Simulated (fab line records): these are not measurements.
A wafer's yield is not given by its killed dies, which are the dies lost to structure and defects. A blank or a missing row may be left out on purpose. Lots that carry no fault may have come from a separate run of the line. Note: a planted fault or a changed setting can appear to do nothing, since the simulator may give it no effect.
Commonality check across tools + flow gf180mcu + 12 lots and 36 wafers in the sample

== THE REASON FOR OPENING IT ==
GF_M1_RS_MEAS_05, reading M1_ALCU_RS: flagged on 2 of 12 lots. Wafers without a fault read 0.0694 ohm/sq, standard deviation 0.00076.
Rule: flag the lot when none of its wafers has a number, or when each of its wafers that has one lies beyond 4 standard deviations from that mean. As for the other lots, they are considered sound.

| lot  | measured     | on            | M1_ALCU_RS (ohm/sq), wafer by wafer | flag    |
|------|--------------|---------------|-------------------------------------|---------|
| L476 | day 16 08:08 | film metro-01 | 0.0695 0.0698 0.0696                |         |
| L480 | day 17 22:26 | film metro-02 | 0.0695 0.0702 0.0701                |         |
| L482 | day 19 00:25 | film metro-02 | 0.0620 0.0627 0.0617                | FLAGGED |
| L483 | day 19 07:16 | film metro-01 | 0.0626 0.0620 0.0628                | FLAGGED |
| L491 | day 21 22:25 | film metro-02 | 0.0692 0.0682 0.0689                |         |
| L493 | day 22 12:22 | film metro-04 | 0.0692 0.0698 0.0701                |         |
| L494 | day 22 21:59 | film metro-02 | 0.0698 0.0702 0.0711                |         |
| L495 | day 23 09:09 | film metro-04 | 0.0684 0.0680 0.0691                |         |
| L496 | day 23 12:41 | film metro-02 | 0.0703 0.0694 0.0693                |         |
| L497 | day 23 19:02 | film metro-02 | 0.0703 0.0692 0.0707                |         |
| L498 | day 24 03:53 | film metro-02 | 0.0697 0.0687 0.0690                |         |
| L499 | day 24 10:39 | film metro-02 | 0.0695 0.0689 0.0694                |         |
Average over the flagged lots: 0.0623 ohm/sq; offset from the usual -0.0071 ohm/sq, equal to -9 standard deviations.

== EACH LOT AND THE TOOL IT RAN ON ==
2 process steps preceding the reading are held in the record, out of 602 steps in the route. Cell contents, in order: the tool; ch with the chambers the sampled wafers went through; the start.
| lot  | flag    | GF_M1_SPUTTER_00             | GF_M1_SPUTTER_02             |
|------|---------|------------------------------|------------------------------|
| L476 |         | pvd sputter-03, day 16 07:55 | pvd sputter-03, day 16 08:03 |
| L480 |         | pvd sputter-01, day 17 22:13 | pvd sputter-01, day 17 22:21 |
| L482 | FLAGGED | pvd sputter-01, day 19 00:10 | pvd sputter-01, day 19 00:17 |
| L483 | FLAGGED | pvd sputter-01, day 19 07:02 | pvd sputter-01, day 19 07:10 |
| L491 |         | pvd sputter-01, day 21 22:10 | pvd sputter-01, day 21 22:17 |
| L493 |         | pvd sputter-04, day 22 12:08 | pvd sputter-04, day 22 12:16 |
| L494 |         | pvd sputter-01, day 22 21:46 | pvd sputter-01, day 22 21:54 |
| L495 |         | pvd sputter-01, day 23 08:52 | pvd sputter-01, day 23 09:00 |
| L496 |         | pvd sputter-03, day 23 12:28 | pvd sputter-03, day 23 12:35 |
| L497 |         | pvd sputter-04, day 23 18:46 | pvd sputter-04, day 23 18:53 |
| L498 |         | pvd sputter-04, day 24 03:40 | pvd sputter-04, day 24 03:45 |
| L499 |         | pvd sputter-01, day 24 10:25 | pvd sputter-01, day 24 10:32 |
What the steps here do:
- GF_M1_SPUTTER_00: material Ti, target thk 37.5 nm, time 150 s.
- GF_M1_SPUTTER_02: material AlCu, target thk 450 nm, time 23.9 s.
- GF_M1_RS_MEAS_05: measures by four-point-probe.

== FLAGGED AGAINST TOTAL, ONE TOOL AT A TIME (gauges that did the reading follow at the end) ==
| step             | tool           | lots run | flagged | share of the flagged lots | sound lots run after its first flagged lot |
|------------------|----------------|----------|---------|---------------------------|--------------------------------------------|
| GF_M1_SPUTTER_00 | pvd sputter-01 | 7        | 2       | all                       | 4 (L491,L494,L495,L499)                    |
| GF_M1_SPUTTER_00 | pvd sputter-03 | 2        | 0       | none                      | -                                          |
| GF_M1_SPUTTER_00 | pvd sputter-04 | 3        | 0       | none                      | -                                          |
| GF_M1_SPUTTER_02 | pvd sputter-01 | 7        | 2       | all                       | 4 (L491,L494,L495,L499)                    |
| GF_M1_SPUTTER_02 | pvd sputter-03 | 2        | 0       | none                      | -                                          |
| GF_M1_SPUTTER_02 | pvd sputter-04 | 3        | 0       | none                      | -                                          |
| GF_M1_RS_MEAS_05 | film metro-01  | 2        | 1       | some                      | 0                                          |
| GF_M1_RS_MEAS_05 | film metro-02  | 8        | 1       | some                      | 6 (L491,L494,L496,L497,L498,L499)          |
| GF_M1_RS_MEAS_05 | film metro-04  | 2        | 0       | none                      | -                                          |

== WHAT IS ALLOWED BY THE TABLE ==
Table rows that saw every flagged lot: 2, namely pvd sputter-01 at GF_M1_SPUTTER_00 and pvd sputter-01 at GF_M1_SPUTTER_02.
- pvd sputter-01 at GF_M1_SPUTTER_00: 2 of its 7 lots flagged. Sound lots followed the first flagged one (L491, L494, L495, L499) on it, something a lasting fault affecting the whole tool could not allow.
- pvd sputter-01 at GF_M1_SPUTTER_02: 2 of its 7 lots flagged. Sound lots followed the first flagged one (L491, L494, L495, L499) on it, something a lasting fault affecting the whole tool could not allow.
There is no row in the table that ran each flagged lot and no sound lot after the first.

== WHAT THE SIMULATOR HAD INSERTED ==
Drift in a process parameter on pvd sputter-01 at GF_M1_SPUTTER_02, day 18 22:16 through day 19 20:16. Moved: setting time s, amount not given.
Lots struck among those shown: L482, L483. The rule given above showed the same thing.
